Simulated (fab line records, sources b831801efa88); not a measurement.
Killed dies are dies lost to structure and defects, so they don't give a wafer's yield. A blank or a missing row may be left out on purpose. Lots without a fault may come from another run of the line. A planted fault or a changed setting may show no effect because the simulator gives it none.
A struck lot beside a sound one | flow gf180mcu | 43 steps out of a route of 602
Sound: wafers L959.1, L959.2, L959.6. Struck: wafers L972.3, L972.6. (L972.1 of the same lot was not struck and is left out.) The cause comes at the end.
At each step with rows: each side's tool, then ch and its chambers, then its first start. Under that, the readings that differ: sound wafers | struck wafers | difference of the means | sigmas: that difference in standard deviations of wafers without a fault.
alike: readings whose means differ by less than 2 such deviations, and words and numbers that are the same on both sides. not compared: withheld readings, readings that some wafer has no value for, bounds like >300 that may hide the same value, and numbers for which the record gives no deviation and whose values overlap.
The two part at a step that has a row with sigmas, a row that says differs or no value, or rows on one side only. Numbers that don't overlap but have no deviation are shown without sigmas and don't part them. A reading that every wafer of one side lacks parts them only if that side has two wafers or more.

first, 5 steps without rows for these wafers: GF_SAB_COAT_04 (resist thk 1000 nm); GF_SAB_SOFTBAKE_05 (time 60 s); GF_SAB_EXPOSE_06 (exposes mask SAB, target cd 420 nm); GF_SAB_PEB_07; GF_SAB_DEVELOP_08 (develop time 60 s).
GF_SAB_CD_MEAS_09: target cd 420 nm.
  sound on cd_sem-01, day 16 01:52; struck on cd_sem-02, day 20 23:43
  alike: cd_nm
GF_SAB_OVL_MEAS_10:
  sound on overlay-01, day 16 01:59; struck on overlay-02, day 20 23:50
  alike: SAB_OVL
GF_SAB_ETCH_11: etches SiO2 in C4F8/O2/Ar, target depth 55 nm, time 8.5 s.
  sound on rie_diel-03 ch 1,2, day 16 02:01; struck on rie_diel-04 ch 1,2, day 20 23:52
  alike: oes_product_au
  not compared: rf_hours_counter_h
then, 1 step without rows for these wafers: GF_SAB_WET_ETCH_12 (etches SiO2 in dHF, target depth 22 nm, time 440 s).
GF_SAB_STRIP_13: strips in O2/N2.
  sound on plasma_asher-01 ch 0,1, day 16 02:10; struck on plasma_asher-04 ch 0,1, day 21 00:01
  alike: drypump_motor_current_A, heater_power_w, oes_product_au, strip_time_to_endpoint_s
  not compared: rf_hours_counter_h
then, 2 steps without rows for these wafers: GF_SALICIDE_CLEAN_00 (cleans in SC1/SC2, time 150 s); GF_SALICIDE_WET_ETCH_01 (etches SiO2 in dHF, target depth 5 nm, time 100 s).
GF_SALICIDE_SPUTTER_02: material Co, target thk 10 nm, time 20 s.
  sound on pvd_sputter-02, day 16 02:22; struck on pvd_sputter-03, day 21 00:13
  reading                | sound          | struck    | difference | sigmas
  throttle_valve_pct (%) | 29.5 29.1 29.3 | 31.1 31.3 | +1.9       | +2
  alike: chamber_pressure_pa
then, 1 step without rows for these wafers: GF_SALICIDE_SPUTTER_03 (material TiN, target thk 20 nm, time 16.7 s).
GF_SALICIDE_RS_MEAS_04: measures by four-point-probe.
  sound on film_metro-02, day 16 02:25; struck on film_metro-02, day 21 00:16
  alike: SALICIDE_TIN_RS
GF_SALICIDE_THK_MEAS_05: measures by xrf.
  sound on film_metro-02, day 16 02:32; struck on film_metro-02, day 21 00:23
  alike: SALICIDE_TIN_THK
then, 4 steps without rows for these wafers: GF_SALICIDE_RTA_06 (time 30 s); GF_SALICIDE_WET_ETCH_07 (etches the open film in SPM, target depth 120 nm); GF_SALICIDE_RTA_08 (time 30 s); GF_CONTACT_CVD_00 (deposits SiO2, target thk 300 nm, time 50 s).
GF_CONTACT_THK_MEAS_01:
  sound on film_metro-02, day 16 02:56; struck on film_metro-02, day 21 00:47
  alike: CONTACT_CVD_00_THK
then, 1 step without rows for these wafers: GF_CONTACT_CVD_02 (deposits SiO2 from TEOS, target thk 860 nm, time 95.992 s).
GF_CONTACT_THK_MEAS_03:
  sound on film_metro-03, day 16 03:04; struck on film_metro-03, day 21 00:55
  alike: CONTACT_CVD_02_THK
GF_CONTACT_CMP_04: polishes SiO2.
  sound on cmp-01 ch 1,3, day 16 03:07; struck on cmp-02 ch 2,3, day 21 00:58
  alike: motor_current_A, time_to_endpoint_s
GF_CONTACT_BOW_MEAS_05:
  sound on film_metro-03, day 16 03:25; struck on film_metro-03, day 21 01:16
  alike: CONTACT_BOW
then, 8 steps without rows for these wafers: GF_CONTACT_DEHYDRATE_06 (time 60 s); GF_CONTACT_HMDS_07 (prime time 60 s); GF_CONTACT_COAT_08; GF_CONTACT_COAT_09 (resist thk 1000 nm); GF_CONTACT_SOFTBAKE_10 (time 60 s); GF_CONTACT_EXPOSE_11 (exposes mask Contact, target cd 220 nm); GF_CONTACT_PEB_12 (peb time 90 s); GF_CONTACT_DEVELOP_13 (develop time 60 s).
GF_CONTACT_CD_MEAS_14: target cd 220 nm.
  sound on cd_sem-02, day 17 01:39; struck on cd_sem-01, day 22 01:14
  alike: cd_nm
GF_CONTACT_OVL_MEAS_15:
  sound on overlay-02, day 17 01:46; struck on overlay-02, day 22 01:21
  alike: CONTACT_OVL
then, 1 step without rows for these wafers: GF_CONTACT_ETCH_16 (etches BARC in N2/H2).
GF_CONTACT_ETCH_17: etches SiO2 in C4F8/O2/Ar, stops on CoSi2, target depth 860 nm.
  sound on rie_diel-02 ch 0,1,3; struck on rie_diel-04 ch 1,3
  alike: oes_product_au
GF_CONTACT_STRIP_18: strips in O2/N2.
  sound on plasma_asher-01 ch 0,1, day 17 01:58; struck on plasma_asher-04 ch 0,1, day 22 01:33
  alike: drypump_motor_current_A, heater_power_w, oes_product_au
  not compared: rf_hours_counter_h
then, 4 steps without rows for these wafers: GF_CONTACT_CLEAN_19 (cleans in SPM); GF_CONTACT_CLEAN_20 (cleans in DIW); GF_CONTACT_CLEAN_21 (cleans in dHF, time 20 s); GF_CONTACT_SPUTTER_22 (material Ti, target thk 15 nm, time 80.02 s).
-- the record jumps here: 11 days lie between the struck wafers' starts before and after (it left off in module CONTACT and takes up again in module PASSIVATION, whose first step shown is number 602 of the route) --
GF_PASSIVATION_PROBE_99:
  the record has rows for the struck wafers here (prober-02, day 33 12:40) and none for the sound ones

WHERE THEY PART
First at GF_SALICIDE_SPUTTER_02; last, within this record, at GF_PASSIVATION_PROBE_99.

WHY: what the simulator had put in
Chamber particle source: pvd_sputter-03, from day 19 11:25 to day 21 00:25, at GF_SALICIDE_SPUTTER_02. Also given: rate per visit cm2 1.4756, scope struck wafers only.
